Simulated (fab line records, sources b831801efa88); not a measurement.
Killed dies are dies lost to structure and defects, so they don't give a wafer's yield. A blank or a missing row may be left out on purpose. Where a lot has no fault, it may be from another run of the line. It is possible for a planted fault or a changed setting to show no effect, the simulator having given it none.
2 desks, one fault ; flow sky130 ; every desk sees just its own numbers, and what lay behind them comes last

## FOR THE TOOL OWNER'S DESK: pvd sputter-03
The tool's own readings at SKY_METAL4_SPUTTER_04 (material TiN, target thk 70 nm, time 58.3 s): means of the sampled wafers that have a number, for each lot that ran on this tool. Marked OUT: a lot whose mean sits more than 4 standard deviations from the usual mean, which makes it out of limits; the brackets give that distance.
Columns: A = throttle valve pct at SKY_METAL4_SPUTTER_04, usual 30.6 %
lot;first seen here;A
L654;day 40 06:49;31.5
L655;day 40 15:32;31.6
L656;day 40 23:58;31.4
L657;day 41 11:36;30.7
L669;day 45 01:19;30.9
L672;day 45 15:07;30.7
L673;day 45 17:25;30.8
L675;day 46 02:59;30.7
This desk's finding: nothing out of limits on any of the 8 lots.

## THE METROLOGY DESK
What the gauges read, lot by lot, whatever tool the lot ran on: means of the sampled wafers that have a number. Marked OUT: a lot whose mean sits more than 4 standard deviations from the usual mean, which makes it out of limits; the brackets give that distance.
Columns: A = CONTACT_W_THK at SKY_CONTACT_THK_MEAS_26, usual 336 nm; B = VIA1_OVL at SKY_VIA1_OVL_MEAS_13, usual -3 nm
lot;first seen here;A;B
L654;day 32 06:13;332;-3
L655;day 32 15:34;337;-5
L656;day 32 23:22;336;-8
L657;day 33 13:52;331;2
L666;day 36 09:59;342;-2
L669;day 37 15:15;337;4
L671;day 37 22:22;324;-2
L670;day 38 02:41;326;1
L672;day 38 04:13;338;4
L673;day 38 08:31;344;-3
L675;day 38 20:32;338;-6
This desk's finding: nothing out of limits on any of the 11 lots.

## BROUGHT TOGETHER
The desk of the tool owner found nothing out of limits.
Metrology desk: nothing out of limits seen.

## WHAT THE SIMULATOR PUT IN
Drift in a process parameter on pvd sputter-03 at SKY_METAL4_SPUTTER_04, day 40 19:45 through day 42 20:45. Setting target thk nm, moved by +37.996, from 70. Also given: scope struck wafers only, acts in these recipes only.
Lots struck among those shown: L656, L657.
